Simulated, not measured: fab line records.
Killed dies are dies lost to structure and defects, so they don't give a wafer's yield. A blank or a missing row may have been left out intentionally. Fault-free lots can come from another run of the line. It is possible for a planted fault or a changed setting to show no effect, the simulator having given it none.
Comparing a struck lot with a sound one || flow gf180mcu || 35 out of 602 route steps
Sound: the wafers L102.2, L102.3, L102.5. Wafers L113.4, L113.5, L113.6 were the ones struck. The cause is given at the end.
For every step that has rows: the tool of each side, followed by ch and its chambers, followed by its first start. Under that, the readings that differ: sound wafers || struck wafers || difference of the means || sigmas: that difference in standard deviations of wafers without a fault.
alike: readings whose means differ by less than 2 such deviations, and words and numbers that are the same on both sides. not compared: withheld readings, readings that some wafer has no value for, bounds like >300 that may hide the same value, and numbers for which the record gives no deviation and whose values overlap.
A row with sigmas, a row that says differs or no value, or rows on one side alone: a step with any of these is where the two part. Non-overlapping numbers with no deviation appear without sigmas and do not part them. A reading missing from all wafers of one side parts the sides only when that side holds two or more wafers.

first, 10 steps without rows for these wafers: GF_VT_IMPLANT_IMPLANT_30; GF_VT_IMPLANT_STRIP_31 (strips in O2/N2); GF_VT_IMPLANT_DEHYDRATE_33 (time 60 s); GF_VT_IMPLANT_HMDS_34 (prime time 60 s); GF_VT_IMPLANT_COAT_35 (resist thk 1000 nm); GF_VT_IMPLANT_SOFTBAKE_36 (time 60 s); GF_VT_IMPLANT_EXPOSE_37 (exposes mask Nwell HV AREA, target cd 860 nm); GF_VT_IMPLANT_PEB_38; GF_VT_IMPLANT_DEVELOP_39 (develop time 60 s); GF_VT_IMPLANT_IMPLANT_41.
GF_VT_IMPLANT_STRIP_42: strips in O2/N2.
  sound on plasma asher-01 ch 0,1, day 7 14:12; struck on plasma asher-02 ch 0,1, day 10 14:54
{"reading": "n2 flow sccm (sccm)", "sound": "299.6 299.9 301.1", "struck": "297.9 299.5 297.8", "difference": -1.8, "sigmas": -2}
{"reading": "strip time to endpoint s (s)", "sound": "12.58 12.56 12.57", "struck": "12.66 12.66 12.61", "difference": "+0.07", "sigmas": "+2"}
  alike: drypump motor current A, heater power w, oes product au
  not compared: rf hours counter h
then, 21 steps without rows for these wafers: GF_VT_IMPLANT_CLEAN_44 (cleans in SC1/SC2, time 150 s); GF_VT_IMPLANT_RTA_45 (time 30 s); GF_VT_IMPLANT_WET_ETCH_50 (etches SiO2 in dHF, target depth 20 nm, time 386.5 s); GF_DUAL_GATE_CLEAN_00 (cleans in SC1/SC2, time 150 s); GF_DUAL_GATE_CLEAN_01 (cleans in dHF, time 20 s); GF_DUAL_GATE_OXIDATION_02 (stabilise 600 s, purge 300 s, target thk 10.887 nm); GF_DUAL_GATE_DEHYDRATE_04 (time 60 s); GF_DUAL_GATE_HMDS_05 (prime time 60 s); GF_DUAL_GATE_COAT_06 (resist thk 1000 nm); GF_DUAL_GATE_SOFTBAKE_07 (time 60 s); GF_DUAL_GATE_EXPOSE_08 (exposes mask Dualgate, target cd 700 nm); GF_DUAL_GATE_PEB_09; GF_DUAL_GATE_DEVELOP_10 (develop time 60 s); GF_DUAL_GATE_WET_ETCH_12 (etches SiO2 in dHF, target depth 13 nm, time 260 s); GF_DUAL_GATE_STRIP_13 (strips in O2/N2); GF_DUAL_GATE_CLEAN_14 (cleans in SC1/SC2, time 150 s); GF_DUAL_GATE_OXIDATION_15 (stabilise 600 s, purge 300 s, target thk 7.098 nm); GF_POLY_GATE_CVD_00 (deposits poly-Si, target thk 200 nm, time 1200 s); GF_POLY_GATE_DEHYDRATE_02 (time 60 s); GF_POLY_GATE_HMDS_03 (prime time 60 s); GF_POLY_GATE_COAT_04.
-- the record jumps here: 14 days lie between the struck wafers' starts before and after (it left off in module POLY_GATE and takes up again in module V2, whose first step shown is number 398 of the route) --
GF_V2_ETCH_16: etches BARC in N2/H2.
  sound on rie diel-03 ch 0,1,3, day 20 10:16; struck on rie diel-02 ch 0,1,3, day 24 09:50
  alike: drypump motor current A, n2 flow sccm, oes product au, rf fwd power W, throttle valve pct
  not compared: model.V2.cd nm
GF_V2_ETCH_17: etches SiO2 in C4F8/O2/Ar, stops on TiN, target depth 630 nm.
  sound: rie diel-03 ch 0,1,3; struck: rie diel-02 ch 0,1,3
  alike: oes product au, rf fwd power W
  not compared: model.V2.cd nm
-- the record jumps here: 8 days lie between the struck wafers' starts before and after (it left off in module V2 and takes up again in module PASSIVATION, whose first step shown is number 602 of the route) --
GF_PASSIVATION_PROBE_99:
  the record has rows for the struck wafers here (prober-02, day 32 07:08) and none for the sound ones

== WHERE THEY PART ==
Earliest at GF_VT_IMPLANT_STRIP_42; latest, in this record, at GF_PASSIVATION_PROBE_99.

WHY: the cause the simulator had injected
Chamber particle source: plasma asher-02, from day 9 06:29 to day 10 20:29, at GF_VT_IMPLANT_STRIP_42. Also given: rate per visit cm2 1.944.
